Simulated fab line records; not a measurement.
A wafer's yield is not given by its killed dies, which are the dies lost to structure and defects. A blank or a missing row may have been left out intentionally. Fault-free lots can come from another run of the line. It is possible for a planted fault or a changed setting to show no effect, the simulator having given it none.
fab line records	flow sky130
[record] lots = 6	wafers = 18	last-day = 49
route steps=708 shown SONOS_ONO@176 GATE_OXIDE@187 POLY_GATE@204 PAD_OPEN@708
lots with no fault: from the same line, run without faults
start-h: hours from the record's first day to the start of the lot's first wafer shown	wait-h: time in hours since the lot's previous step	" same as the row above	L1.1+2: a single row standing in for several wafers	- either no value or no given start	* or withheld: withheld	< > ~ a bound
route shown NAME@n: names a module that has steps shown in the file, with the first one's number in the route	usual: the fault-free wafers' mean and standard deviation	same: alike in all rows	chamber/n: place in a boat	sites: per-site readings	_std_site: standard deviation of those values	_edge_site: mean of outer sites minus mean of inner sites	radius-mm: for every site, how far away it sits from the centre of the wafer	mask NAME#n: copy n	behind: tool/chamber where the wafer was last shaped	hold: the reason the lot was held/the length of the hold in hours/how it ended	device: which transistor (n, p or np) failed to switch	end of line: tests of these same wafers at the route's end	a step given without rows: its recipe and nothing more	killed: not the wafer's yield, but the dies lost to structure and defects at the first sort	map: the dies of a wafer, with x for killed, . for not killed, _ for no die there
set.NAME: the setting that was run; set.NAME@STEP: the one run at that earlier step	model.NAME: the simulator's own value behind a step, which no gauge read
lots at some steps of the route; a table a step, a row a wafer
services: the hour from which a tool's chamber was out of use, counted from the record's first day as start-h (under 0 if before that day), plus the number of hours and why
[[steps]]
[step SKY_SONOS_ONO_COAT_08]
[recipe] resist = NOVOLAK	spin-rpm = 3000	resist-thk-nm = 1140
[step SKY_SONOS_ONO_SOFTBAKE_09]
[recipe] temp-c = 90	time-s = 60	resist = NOVOLAK
[step SKY_SONOS_ONO_EXPOSE_10]
[recipe] mask-id = ONOM	target-cd-nm = 410	na = 0.6	source-shape = conventional	sigma-outer = 0.6	dose-mj = 150
[step SKY_SONOS_ONO_PEB_11]
[recipe] temp-c = withheld	time-s = *	resist = NOVOLAK
[step SKY_SONOS_ONO_DEVELOP_12]
[recipe] develop-time-s = 60	dev-temp-c = 23
[step SKY_SONOS_ONO_CD_MEAS_13]
[recipe] target-cd-nm = 410
[usual] cd-nm = 410.8/1.9
lot.wafer	tool	chamber	start-h	wait-h	cd-nm
L706.1	cd-sem-02	-	277.25	0.1	409.1
L706.3	"	-	"	"	410.8
L706.6	"	-	"	"	410.5
L708.2	cd-sem-01	-	291.57	0.1	409.5
L708.3	"	-	"	"	410.4
L708.4	"	-	"	"	410.3
L721.2	cd-sem-02	-	399.57	0.1	413.0
L721.4	"	-	"	"	411.6
L721.5	"	-	"	"	412.6
L722.3	cd-sem-02	-	402.44	0.1	411.2
L722.4	"	-	"	"	408.4
L722.6	"	-	"	"	408.5
L723.1	cd-sem-01	-	424.80	0.1	407.8
L723.3	"	-	"	"	409.9
L723.6	"	-	"	"	409.3
L724.1	cd-sem-02	-	447.76	0.1	410.0
L724.2	"	-	"	"	409.4
L724.6	"	-	"	"	411.2
[step SKY_SONOS_ONO_OVL_MEAS_14]
[usual] SONOS_ONO_OVL = -0.7/1.4
lot.wafer	tool	chamber	start-h	wait-h	SONOS_ONO_OVL[nm]
L706.1	overlay-02	-	277.37	0.1	-1.7
L706.3	"	-	"	"	-1.0
L706.6	"	-	"	"	-1.9
L708.2	overlay-01	-	291.68	0.1	-0.3
L708.3	"	-	"	"	-3.5
L708.4	"	-	"	"	-0.3
L721.2	overlay-02	-	399.68	0.1	-3.2
L721.4	"	-	"	"	-2.0
L721.5	"	-	"	"	-3.4
L722.3	overlay-02	-	402.53	0.1	-1.8
L722.4	"	-	"	"	-1.7
L722.6	"	-	"	"	-1.2
L723.1	overlay-02	-	424.92	0.1	1.0
L723.3	"	-	"	"	-0.1
L723.6	"	-	"	"	0.1
L724.1	overlay-02	-	447.88	0.1	-1.3
L724.2	"	-	"	"	-0.1
L724.6	"	-	"	"	-3.1
[step SKY_SONOS_ONO_ETCH_15]
[recipe] target-depth-nm = 19.52	chemistry = CHF3/O2	source-w = 600	bias-w = 200	pressure-mtorr = 40	chf3-flow-sccm = 50	O2_flow_sccm = 5	time-s = 7.8
[usual] drypump-motor-current-A = 5.6/0.53	oes-product-au = 1.002/0.0072	throttle-valve-pct = 8.824/0.0094
[same] time-s = 7.8
lot.wafer	tool	chamber	start-h	wait-h	drypump-motor-current-A	oes-product-au	rf-hours-counter-h	throttle-valve-pct
L706.1	rie-diel-02	3	277.41	0.0	6.2	1.015	86	8.818
L706.3	"	2	"	"	5.5	1.003	10	8.841
L706.6	"	1	"	"	5.7	1.013	-	8.826
L708.2	rie-diel-01	2	291.71	0.0	5.2	1.013	16	8.824
L708.3	"	3	"	"	5.2	1.007	74	8.814
L708.4	"	0	"	"	5.9	0.998	10	8.832
L721.2	rie-diel-03	3	399.71	0.0	4.7	0.999	5	8.816
L721.4	"	2	"	"	5.7	1.001	-	8.833
L721.5	"	0	"	"	4.9	1.003	-	8.821
L722.3	rie-diel-02	2	402.56	0.0	5.5	0.999	12	8.817
L722.4	"	3	"	"	6.3	1.020	88	8.818
L722.6	"	0	"	"	5.2	1.007	-	8.826
L723.1	rie-diel-01	1	424.96	0.0	6.6	1.007	72	8.816
L723.3	"	0	"	"	5.9	0.996	13	8.825
L723.6	"	2	"	"	5.2	1.007	-	8.824
L724.1	rie-diel-03	3	447.91	0.0	4.7	1.009	6	8.821
L724.2	"	2	"	"	5.7	1.012	11	8.811
L724.6	"	0	"	"	5.0	1.011	-	8.823
[step SKY_SONOS_ONO_WET_ETCH_16]
[recipe] chemistry = dHF	target-depth-nm = 14	dry = n2-spin	target = SiO2	dilution = 100:1	temp-c = 25	time-s = 280
[step SKY_SONOS_ONO_STRIP_17]
[recipe] chemistry = O2/N2	power-w = 1400	pressure-mtorr = 1500	platen-temp-c = withheld	o2-flow-sccm = 3000	n2-flow-sccm = 300	overash-fraction = 0.5
[usual] drypump-motor-current-A = 5.9/0.59	oes-product-au = 0.709/0.0045	strip-time-to-endpoint-s = 14.10/0.043
[same] overash-fraction = 0.5
lot.wafer	tool	chamber	start-h	wait-h	drypump-motor-current-A	oes-product-au	rf-hours-counter-h	strip-time-to-endpoint-s
L706.1	plasma-asher-03	1	277.51	0.0	6.0	0.708	60	14.12
L706.3	"	1	"	"	6.0	0.713	-	14.10
L706.6	"	1	"	"	6.0	0.713	-	14.08
L708.2	plasma-asher-03	0	291.81	0.0	6.1	0.709	61	14.07
L708.3	"	1	"	"	6.0	0.707	-	14.11
L708.4	"	0	"	"	6.1	0.705	-	14.09
L721.2	plasma-asher-01	1	399.81	0.0	4.8	0.708	27	14.15
L721.4	"	1	"	"	4.8	0.710	-	14.16
L721.5	"	0	"	"	5.7	0.713	-	14.16
L722.3	plasma-asher-01	0	402.70	0.0	5.8	0.704	-	14.13
L722.4	"	1	"	"	4.8	0.708	-	14.12
L722.6	"	0	"	"	5.7	0.718	-	14.09
L723.1	plasma-asher-03	1	425.15	0.0	6.0	0.705	75	14.16
L723.3	"	1	"	"	6.0	0.706	-	14.15
L723.6	"	0	"	"	6.1	0.714	-	14.13
L724.1	plasma-asher-04	1	448.12	0.0	5.8	0.707	2	14.10
L724.2	"	0	"	"	6.8	0.713	2	14.11
L724.6	"	0	"	"	6.8	0.712	-	14.14
[step SKY_SONOS_ONO_WET_ETCH_18]
[recipe] chemistry = H3PO4	target-depth-nm = 15	target = Si3N4	temp-c = 160	time-s = 172
[step SKY_GATE_OXIDE_CLEAN_00]
[recipe] chemistry = SC1/SC2	mix = 1:4:20	temp-c = 70	time-s = 150	dry = n2-spin
[step SKY_GATE_OXIDE_OXIDATION_01]
[recipe] temp-c = 900	ambient = O2	stabilise-s = 600	purge-s = 300	target-thk-a = 102.68	ox-time-s = 1473
[usual] spike-tc-centre-C = 900.9/1.2	spike-tc-lower-C = 901.8/0.89	spike-tc-upper-C = 901.4/1.1	zone-power-centre-pct = 21.1/1.1	zone-power-upper-pct = 20.5/0.41
lot.wafer	tool	chamber	start-h	wait-h	spike-tc-centre-C	spike-tc-lower-C	spike-tc-upper-C	zone-power-centre-pct	zone-power-upper-pct	model.SiO2_of_GATE_OXIDE_OXIDATION_01.thk-nm
L706.1	furnace-02	0	277.72	0.0	901.8	903.1	900.9	22.2	20.1	10.15
L706.3	"	0	"	"	900.2	901.4	899.3	22.6	20.2	10.07
L706.6	"	0	"	"	899.3	902.3	899.9	22.8	20.2	9.938
L708.2	furnace-01	0	293.32	1.3	900.4	900.3	901.6	20.1	20.7	10.18
L708.3	"	0	"	"	902.9	903.5	901.5	20.1	21.3	10.06
L708.4	"	0	"	"	900.7	901.5	901.6	20.2	20.5	9.942
L721.2	furnace-01	0	400.02	0.0	901.6	903.2	901.3	20.0	21.0	10.09
L721.4	"	0	"	"	902.0	901.1	902.6	20.1	21.0	10.04
L721.5	"	0	"	"	900.7	902.2	903.0	20.2	20.8	9.983
L722.3	furnace-02	0	402.87	0.0	920.5	898.9	897.1	31.5	15.6	11.31
L722.4	"	0	"	"	921.3	898.5	897.2	31.7	15.5	11.13
L722.6	"	0	"	"	920.5	900.0	897.8	31.2	15.8	11.31
L723.1	furnace-02	0	426.44	1.1	919.7	899.1	898.2	31.3	15.7	10.44
L723.3	"	0	"	"	918.6	898.8	897.0	31.2	16.0	10.49
L723.6	"	0	"	"	919.5	898.2	899.2	30.8	15.4	10.87
L724.1	furnace-01	0	448.40	0.0	902.6	902.2	903.4	20.4	20.5	10.47
L724.2	"	0	"	"	902.9	901.9	901.8	20.2	21.1	10.63
L724.6	"	0	"	"	901.0	902.2	901.9	20.1	21.0	10.44
[step SKY_GATE_OXIDE_THK_MEAS_02]
[recipe] reads = SiO2_of_GATE_OXIDE_OXIDATION_01
[usual] GATE_OXIDE_OXIDATION_00_THK = 10.19/0.2
lot.wafer	tool	chamber	start-h	wait-h	GATE_OXIDE_OXIDATION_00_THK[nm]
L706.1	film-metro-02	-	279.13	0.0	10.16
L706.3	"	-	"	"	10.08
L706.6	"	-	"	"	9.89
L708.2	film-metro-01	-	294.74	0.0	10.18
L708.3	"	-	"	"	10.08
L708.4	"	-	"	"	9.93
L721.2	film-metro-04	-	401.44	0.0	10.08
L721.4	"	-	"	"	10.05
L721.5	"	-	"	"	10.01
L722.3	film-metro-01	-	404.30	0.0	11.35
L722.4	"	-	"	"	11.16
L722.6	"	-	"	"	11.30
L723.1	film-metro-04	-	427.84	0.0	10.47
L723.3	"	-	"	"	10.51
L723.6	"	-	"	"	10.88
L724.1	film-metro-02	-	449.81	0.0	10.45
L724.2	"	-	"	"	10.67
L724.6	"	-	"	"	10.48
[step SKY_GATE_OXIDE_DEHYDRATE_03]
[recipe] temp-c = 200	time-s = 60
[step SKY_GATE_OXIDE_HMDS_04]
[recipe] prime-time-s = 60	prime-temp-c = 120
[step SKY_GATE_OXIDE_COAT_05]
[recipe] resist = NOVOLAK	spin-rpm = 3000	resist-thk-nm = 1140
[step SKY_GATE_OXIDE_SOFTBAKE_06]
[recipe] temp-c = 90	time-s = 60	resist = NOVOLAK
[step SKY_GATE_OXIDE_EXPOSE_07]
[recipe] mask-id = LVOM	na = 0.6	source-shape = conventional	sigma-outer = 0.6	polarization = unpolarized	target-cd-nm = 600	dose-mj = 170
[step SKY_GATE_OXIDE_PEB_08]
[recipe] temp-c = withheld	time-s = *	resist = NOVOLAK
[step SKY_GATE_OXIDE_DEVELOP_09]
[recipe] resist = NOVOLAK	developer = TMAH	develop-time-s = 60	dev-temp-c = 23
[step SKY_GATE_OXIDE_OVL_MEAS_10]
[usual] GATE_OXIDE_OVL = -0.1/1.5
lot.wafer	tool	chamber	start-h	wait-h	GATE_OXIDE_OVL[nm]
L706.1	overlay-02	-	303.76	0.1	-3.3
L706.3	"	-	"	"	-2.1
L706.6	"	-	"	"	-2.3
L708.2	overlay-01	-	320.76	0.1	-1.7
L708.3	"	-	"	"	-1.2
L708.4	"	-	"	"	0.4
L721.2	overlay-01	-	432.02	0.1	-1.8
L721.4	"	-	"	"	-3.0
L721.5	"	-	"	"	-1.3
L722.3	overlay-02	-	434.81	0.1	0.9
L722.4	"	-	"	"	1.9
L722.6	"	-	"	"	1.9
L723.1	overlay-01	-	458.00	0.1	-0.7
L723.3	"	-	"	"	1.1
L723.6	"	-	"	"	0.7
L724.1	overlay-02	-	480.85	0.1	-0.8
L724.2	"	-	"	"	-0.4
L724.6	"	-	"	"	1.6
[step SKY_GATE_OXIDE_IMPLANT_11]
[recipe] species = B	energy-kev = 10	dose-cm2 = 2.6e+12	tilt-deg = withheld
[step SKY_GATE_OXIDE_WET_ETCH_12]
[recipe] chemistry = dHF	target-depth-nm = 16.8	dry = n2-spin	target = SiO2	dilution = 100:1	temp-c = 25	time-s = 336
[step SKY_GATE_OXIDE_STRIP_13]
[recipe] chemistry = O2/N2	power-w = 1400	pressure-mtorr = 1500	platen-temp-c = withheld	o2-flow-sccm = 3000	n2-flow-sccm = 300	overash-fraction = 0.5
[usual] drypump-motor-current-A = 5.8/0.51	oes-product-au = 0.715/0.0049	strip-time-to-endpoint-s = 14.19/0.035
[same] overash-fraction = 0.5
lot.wafer	tool	chamber	start-h	wait-h	drypump-motor-current-A	oes-product-au	rf-hours-counter-h	strip-time-to-endpoint-s
L706.1	plasma-asher-01	0	304.05	0.0	5.8	0.717	18	14.19
L706.3	"	1	"	"	4.8	0.714	-	14.23
L706.6	"	1	"	"	4.8	0.717	-	14.22
L708.2	plasma-asher-01	0	321.04	0.0	5.7	0.706	20	14.20
L708.3	"	1	"	"	4.8	0.713	-	14.25
L708.4	"	0	"	"	5.7	0.727	-	14.21
L721.2	plasma-asher-01	1	432.30	0.0	4.8	0.714	31	14.19
L721.4	"	1	"	"	4.8	0.721	-	14.19
L721.5	"	0	"	"	5.8	0.713	-	14.17
L722.3	plasma-asher-01	1	435.22	0.0	4.8	0.713	-	14.20
L722.4	"	0	"	"	5.7	0.716	-	14.19
L722.6	"	1	"	"	4.8	0.721	-	14.16
L723.1	plasma-asher-02	1	458.39	0.0	6.0	0.714	62	14.17
L723.3	"	1	"	"	6.0	0.713	-	14.18
L723.6	"	1	"	"	6.0	0.722	-	14.19
L724.1	plasma-asher-03	0	481.27	0.0	6.1	0.721	80	14.13
L724.2	"	1	"	"	6.0	0.715	80	14.18
L724.6	"	0	"	"	6.1	0.708	-	14.15
[step SKY_GATE_OXIDE_TW_MEAS_14]
[usual] GATE_OXIDE_TW = 224.6/1.1
lot.wafer	tool	chamber	start-h	wait-h	GATE_OXIDE_TW
L706.1	film-metro-02	-	304.15	0.1	225.7
L706.3	"	-	"	"	225.4
L706.6	"	-	"	"	222.6
L708.2	film-metro-02	-	321.15	0.1	225.6
L708.3	"	-	"	"	224.7
L708.4	"	-	"	"	226.1
L721.2	film-metro-01	-	432.41	0.1	224.8
L721.4	"	-	"	"	225.3
L721.5	"	-	"	"	224.3
L722.3	film-metro-02	-	435.31	0.1	224.2
L722.4	"	-	"	"	225.1
L722.6	"	-	"	"	224.4
L723.1	film-metro-02	-	458.49	0.1	224.6
L723.3	"	-	"	"	224.2
L723.6	"	-	"	"	225.5
L724.1	film-metro-04	-	481.37	0.1	225.1
L724.2	"	-	"	"	224.7
L724.6	"	-	"	"	224.9
[step SKY_GATE_OXIDE_CLEAN_15]
[recipe] chemistry = SC1/SC2	mix = 1:4:20	temp-c = 70	time-s = 150	dry = n2-spin
[step SKY_GATE_OXIDE_OXIDATION_16]
[recipe] temp-c = 800	ambient = O2	idle-temp-c = 700	ramp-up-c-per-min = 10	ramp-down-c-per-min = 3	stabilise-s = 600	purge-s = 300	target-thk-a = 35.7	ox-time-s = 1915
[usual] spike-tc-centre-C = 800.7/1.1	spike-tc-lower-C = 801.6/0.95	spike-tc-upper-C = 801.5/1.3	zone-power-centre-pct = 16.8/0.83	zone-power-upper-pct = 15.84/0.29
lot.wafer	tool	chamber	start-h	wait-h	spike-tc-centre-C	spike-tc-lower-C	spike-tc-upper-C	zone-power-centre-pct	zone-power-upper-pct	model.SiO2_of_GATE_OXIDE_OXIDATION_01.thk-nm
L706.1	furnace-01	0	304.26	0.0	800.9	802.4	801.2	16.0	16.25	11.48
L706.3	"	0	"	"	801.6	800.9	803.5	15.8	16.12	11.41
L706.6	"	0	"	"	801.9	801.9	803.3	15.9	16.07	11.28
L708.2	furnace-02	0	324.46	3.2	800.9	801.8	802.5	17.7	15.45	11.54
L708.3	"	0	"	"	799.8	801.5	802.8	17.3	15.60	11.41
L708.4	"	0	"	"	799.7	802.0	800.4	17.6	15.67	11.29
L721.2	furnace-02	0	432.73	0.2	801.3	800.6	800.8	17.3	15.64	11.47
L721.4	"	0	"	"	801.5	800.1	802.4	17.4	15.86	11.4
L721.5	"	0	"	"	799.6	802.9	799.8	17.5	15.72	11.36
L722.3	furnace-02	0	435.76	0.3	799.8	800.8	802.5	17.5	15.60	12.57
L722.4	"	0	"	"	803.1	800.8	800.3	17.4	15.66	12.38
L722.6	"	0	"	"	801.0	802.8	800.2	17.5	15.63	12.56
L723.1	furnace-02	0	458.65	0.0	800.8	802.2	801.6	17.4	15.39	11.81
L723.3	"	0	"	"	800.7	801.7	801.3	17.5	15.76	11.83
L723.6	"	0	"	"	799.5	802.2	800.5	17.4	16.05	12.19
L724.1	furnace-01	0	481.48	0.0	801.5	801.5	802.5	15.7	16.25	11.8
L724.2	"	0	"	"	801.9	800.7	802.3	16.2	16.03	11.92
L724.6	"	0	"	"	801.1	801.3	802.0	16.0	16.11	11.78
[step SKY_POLY_GATE_CVD_00]
[recipe] material = poly-Si	target-thk-nm = 180	temp-c = 620	time-s = 720	pressure-mtorr = 200
[step SKY_PAD_OPEN_PROBE_99]
[usual] killed_at_M0_to_M3 = 43/6.7	killed_at_M4_up = 3.2/1.8	killed-at-contacts = 25/5.2	killed-at-front-end = 15/4.4	killed-at-other = 0.2/0.4	killed-dies = 87/9.3	killed-open = 48/7.1	killed-short = 39/6
[same] gross-dies = 492	killed-at-back-side = 0
lot.wafer	tool	chamber	start-h	wait-h	killed_at_M0_to_M3	killed_at_M4_up	killed-at-contacts	killed-at-front-end	killed-at-other	killed-dies	killed-open	killed-short	model.etest.nfet_16v.r-on-ohm-um	model.etest.tip-sonos.rs-ohm-sq	model.etest.pfet-g5v0d10v5.r-on-ohm-um	model.etest.nfet-g5v0d10v5.r-on-ohm-um	model.etest.nfet-g5v0d10v5.drive-ua-um	model.etest.nfet_05v0_nvt.drive-ua-um	model.etest.pfet-g5v0d10v5.drive-ua-um	model.etest.nfet_16v.drive-ua-um
L706.1	prober-01	-	1078.25	0.1	43	3	21	23	1	91	47	44	1.385e+04	2546	4687	1856	613.5	582.8	348.3	224.5
L706.3	prober-01	-	1078.35	0.2	28	2	28	18	0	76	48	28	1.387e+04	2528	4702	1864	612.7	584.4	346.9	225.8
L706.6	prober-01	-	1078.50	0.2	48	0	26	16	0	90	54	36	1.385e+04	2492	4689	1865	620	586.9	348.5	228.2
L708.2	prober-01	-	1084.18	0.1	48	5	33	11	0	97	52	45	1.426e+04	2588	4742	1883	605.8	573.8	339.6	218.4
L708.3	prober-01	-	1084.23	0.2	51	3	16	17	0	87	37	50	1.424e+04	2585	4797	1874	607.1	579.6	339.5	222.3
L708.4	prober-01	-	1084.28	0.2	39	3	31	11	0	84	44	40	1.414e+04	2534	4753	1866	617.4	585.2	343	223.6
L721.2	prober-02	-	1161.72	0.1	59	4	18	11	0	92	50	42	1.404e+04	2543	4710	1881	600.8	570.6	346.6	220.4
L721.4	prober-02	-	1161.82	0.2	42	1	15	17	0	75	40	35	1.408e+04	2560	4670	1859	607.9	580.5	349	224.6
L721.5	prober-02	-	1161.87	0.2	45	2	23	8	0	78	44	34	1.397e+04	2545	4732	1880	610.8	581.5	349.3	225.5
L722.3	prober-01	-	1165.60	0.2	48	4	32	16	0	100	58	42	1.451e+04	2994	4972	1960	560	536.2	317.6	206.5
L722.4	prober-01	-	1165.65	0.2	35	6	31	20	0	92	51	41	1.432e+04	2925	4929	1926	569.3	546.1	323.4	208.9
L722.6	prober-01	-	1165.75	0.2	41	6	18	20	0	85	45	40	1.449e+04	2944	4928	1942	559.2	535	322	207.3
L723.1	prober-02	-	1176.73	0.1	44	1	29	10	1	85	50	35	1.414e+04	2693	4788	1925	586.8	566.4	337.4	216.8
L723.3	prober-02	-	1176.83	0.2	37	1	26	19	0	83	38	45	1.422e+04	2674	4832	1925	589.3	561.9	331.6	216.7
L723.6	prober-02	-	1176.98	0.2	49	5	19	20	0	93	50	43	1.436e+04	2773	4904	1980	570.8	547.3	325.9	210.2
L724.1	prober-01	-	1185.30	0.1	36	4	28	18	0	86	44	42	1.411e+04	2731	4941	1938	593.6	565.7	326.4	217.5
L724.2	prober-01	-	1185.35	0.1	36	3	27	14	0	80	48	32	1.427e+04	2731	4909	1935	584.1	558	325.9	215.5
L724.6	prober-01	-	1185.55	0.2	51	3	30	8	0	92	52	40	1.408e+04	2694	4769	1892	591.4	567.5	337	217.9
// killed by level:class
L706.1 VIA1:geometric-particle:open=9 VIA2:geometric-particle:open=7 POLY_GATE:geometric-particle:open=7 POLY_GATE:geometric-particle:short=7 METAL2:geometric-particle:short=7 LI_CONTACT:geometric-particle:open=6 CONTACT:geometric-particle:open=6 FIELD_ISO:geometric-particle:open=5
L706.3 LI_CONTACT:geometric-particle:open=10 CONTACT:geometric-particle:open=10 VIA1:geometric-particle:open=7 FIELD_ISO:geometric-particle:open=6 VIA2:geometric-particle:open=6 VIA3:geometric-particle:open=5 FIELD_ISO:geometric-particle:short=4 CONTACT:geometric-particle:short=4
L706.6 VIA1:geometric-particle:open=13 CONTACT:geometric-particle:open=10 VIA3:geometric-particle:open=7 FIELD_ISO:geometric-particle:open=6 LOCAL_INTERCONNECT:geometric-particle:short=6 FIELD_ISO:geometric-particle:short=5 LI_CONTACT:geometric-particle:open=5 VIA1:geometric-particle:short=5
L708.2 LI_CONTACT:geometric-particle:open=12 METAL1:geometric-particle:short=11 VIA1:geometric-particle:open=10 VIA3:geometric-particle:open=9 LOCAL_INTERCONNECT:geometric-particle:short=6 CONTACT:geometric-particle:short=6 VIA2:geometric-particle:open=5 METAL2:geometric-particle:short=5
L708.3 VIA1:geometric-particle:short=8 VIA3:geometric-particle:open=7 METAL1:geometric-particle:short=7 POLY_GATE:geometric-particle:short=6 LOCAL_INTERCONNECT:geometric-particle:short=6 VIA1:geometric-particle:open=6 CONTACT:geometric-particle:short=5 VIA3:geometric-particle:short=5
L708.4 VIA1:geometric-particle:open=10 CONTACT:geometric-particle:open=8 LI_CONTACT:geometric-particle:open=7 METAL1:geometric-particle:short=7 VIA2:geometric-particle:open=6 POLY_GATE:geometric-particle:open=5 LI_CONTACT:geometric-particle:short=5 CONTACT:geometric-particle:short=5
L721.2 METAL2:geometric-particle:short=11 VIA3:geometric-particle:open=10 VIA1:geometric-particle:open=10 CONTACT:geometric-particle:open=8 METAL1:geometric-particle:short=8 VIA2:geometric-particle:open=5 METAL3:geometric-particle:short=5 POLY_GATE:geometric-particle:open=4
L721.4 METAL1:geometric-particle:short=8 CONTACT:geometric-particle:open=7 VIA2:geometric-particle:short=5 POLY_GATE:geometric-particle:open=5 VIA2:geometric-particle:open=5 METAL3:geometric-particle:open=5 VIA1:geometric-particle:open=5 VIA1:geometric-particle:short=5
L721.5 VIA3:geometric-particle:open=10 LI_CONTACT:geometric-particle:open=8 VIA1:geometric-particle:open=8 METAL2:geometric-particle:short=8 VIA2:geometric-particle:open=7 CONTACT:geometric-particle:open=7 VIA3:geometric-particle:short=6 POLY_GATE:geometric-particle:short=5
L722.3 CONTACT:geometric-particle:open=14 VIA1:geometric-particle:open=12 LI_CONTACT:geometric-particle:open=8 VIA2:geometric-particle:open=7 LOCAL_INTERCONNECT:geometric-particle:short=6 METAL1:geometric-particle:short=6 VIA3:geometric-particle:open=6 SPACER:geometric-particle:short=5
L722.4 CONTACT:geometric-particle:open=13 VIA1:geometric-particle:open=8 VIA3:geometric-particle:open=8 LOCAL_INTERCONNECT:geometric-particle:short=6 FIELD_ISO:geometric-particle:open=5 FIELD_ISO:geometric-particle:short=5 METAL2:geometric-particle:short=5 POLY_GATE:geometric-particle:open=4
L722.6 VIA1:geometric-particle:open=9 VIA1:geometric-particle:short=7 VIA2:geometric-particle:open=7 LI_CONTACT:geometric-particle:open=6 METAL1:geometric-particle:short=6 VIA3:geometric-particle:open=6 METAL4:geometric-particle:short=5 FIELD_ISO:geometric-particle:short=4
L723.1 CONTACT:geometric-particle:open=18 VIA1:geometric-particle:open=9 METAL1:geometric-particle:short=8 CONTACT:geometric-particle:short=5 METAL2:geometric-particle:short=5 VIA2:geometric-particle:short=5 VIA3:geometric-particle:open=4 FIELD_ISO:geometric-particle:open=3
L723.3 METAL1:geometric-particle:short=10 CONTACT:geometric-particle:open=10 FIELD_ISO:geometric-particle:short=8 VIA2:geometric-particle:open=7 FIELD_ISO:geometric-particle:open=6 CONTACT:geometric-particle:short=6 LI_CONTACT:geometric-particle:open=4 VIA1:geometric-particle:open=4
L723.6 VIA1:geometric-particle:open=14 VIA3:geometric-particle:open=8 POLY_GATE:geometric-particle:short=6 LOCAL_INTERCONNECT:geometric-particle:short=6 METAL1:geometric-particle:short=6 VIA2:geometric-particle:open=5 METAL4:geometric-particle:short=5 FIELD_ISO:geometric-particle:open=4
L724.1 CONTACT:geometric-particle:open=9 FIELD_ISO:geometric-particle:short=8 VIA1:geometric-particle:open=8 CONTACT:geometric-particle:short=7 VIA2:geometric-particle:open=7 LI_CONTACT:geometric-particle:open=5 METAL1:geometric-particle:short=5 FIELD_ISO:geometric-particle:open=4
L724.2 VIA1:geometric-particle:open=13 CONTACT:geometric-particle:open=12 LI_CONTACT:geometric-particle:open=8 CONTACT:geometric-particle:short=5 VIA3:geometric-particle:open=5 FIELD_ISO:geometric-particle:short=4 VIA3:geometric-particle:short=4 VIA2:geometric-particle:open=4
L724.6 VIA1:geometric-particle:open=13 CONTACT:geometric-particle:open=12 VIA2:geometric-particle:open=8 LI_CONTACT:geometric-particle:open=7 METAL1:geometric-particle:short=6 LI_CONTACT:geometric-particle:short=5 CONTACT:geometric-particle:short=5 VIA1:geometric-particle:short=5
[[services]]
tool	chamber	start-h	hours	kind
rie-diel-02	0	262.86	13.3	repair
plasma-asher-04	-	317.28	3.5	repair
rie-diel-02	-	323.75	1.1	repair
furnace-02	-	335.85	4.4	pm
rie-diel-01	1	381.52	4.9	repair
rie-diel-03	1	396.07	-	clean
rie-diel-03	1	396.07	17.7	scheduled-down
plasma-asher-02	-	398.54	0.4	repair
plasma-asher-04	-	399.44	9.5	pm
rie-diel-02	-	399.66	0.9	repair
rie-diel-02	-	401.80	0.2	repair
furnace-01	-	402.94	3.5	pm
rie-diel-03	2	403.01	19.1	repair
rie-diel-03	0	403.40	14.3	repair
plasma-asher-04	-	421.25	9.0	pm
rie-diel-02	3	421.80	6.1	repair
plasma-asher-04	-	425.74	2.7	repair
furnace-01	-	437.97	1.5	pm
rie-diel-01	1	440.42	4.3	repair
rie-diel-03	2	449.35	12.2	repair
rie-diel-03	1	450.79	2.9	repair
rie-diel-02	2	460.41	3.6	repair
rie-diel-02	-	461.37	0.2	repair
rie-diel-01	0	470.10	3.6	repair
[[key]]
[first-sign] step = SKY_GATE_OXIDE_OXIDATION_01	reading = spike-tc-centre-C	direction = up	sigmas = 17	usual = 900.9	struck = 920.0
[effect] step = SKY_GATE_OXIDE_OXIDATION_01	reading = zone-power-upper-pct	direction = down	sigmas = 12	usual = 20.5	struck = 15.7
[effect] step = SKY_GATE_OXIDE_THK_MEAS_02	reading = GATE_OXIDE_OXIDATION_00_THK	direction = up	sigmas = 3.9	usual = 10.19	struck = 10.94	wafers-moved = 4
[model-effect] step = SKY_GATE_OXIDE_OXIDATION_01	value = SiO2_of_GATE_OXIDE_OXIDATION_01.thk-nm	without = 10.22	struck = 10.93
[model-effect] step = SKY_GATE_OXIDE_OXIDATION_16	value = SiO2_of_GATE_OXIDE_OXIDATION_01.thk-nm	without = 11.57	struck = 12.23
[model-effect] step = SKY_PAD_OPEN_PROBE_99	value = etest.nfet_16v.r-on-ohm-um	without = 1.397e+04	struck = 1.434e+04
met-at SKY_GATE_OXIDE_OXIDATION_01
struck-wafers L722.3,L722.4,L722.6,L723.1,L723.3,L723.6
tester-left-out L722,L723
onset-between 277.72 402.87
[fault] kind = process-parameter-drift	tool = furnace-02	chamber = -	onset-h = 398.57	steps = SKY_GATE_OXIDE_OXIDATION_01	channel = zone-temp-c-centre	offset = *	shape = step	end-h = 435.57
// tester-left-out: of these lots the tester's yield and bins aren't shown, on N5 and GAA mostly nor the transistor test; their killed dies are dies lost to structure and defects alone, not to doping, threshold or leakage, so they don't give the yield
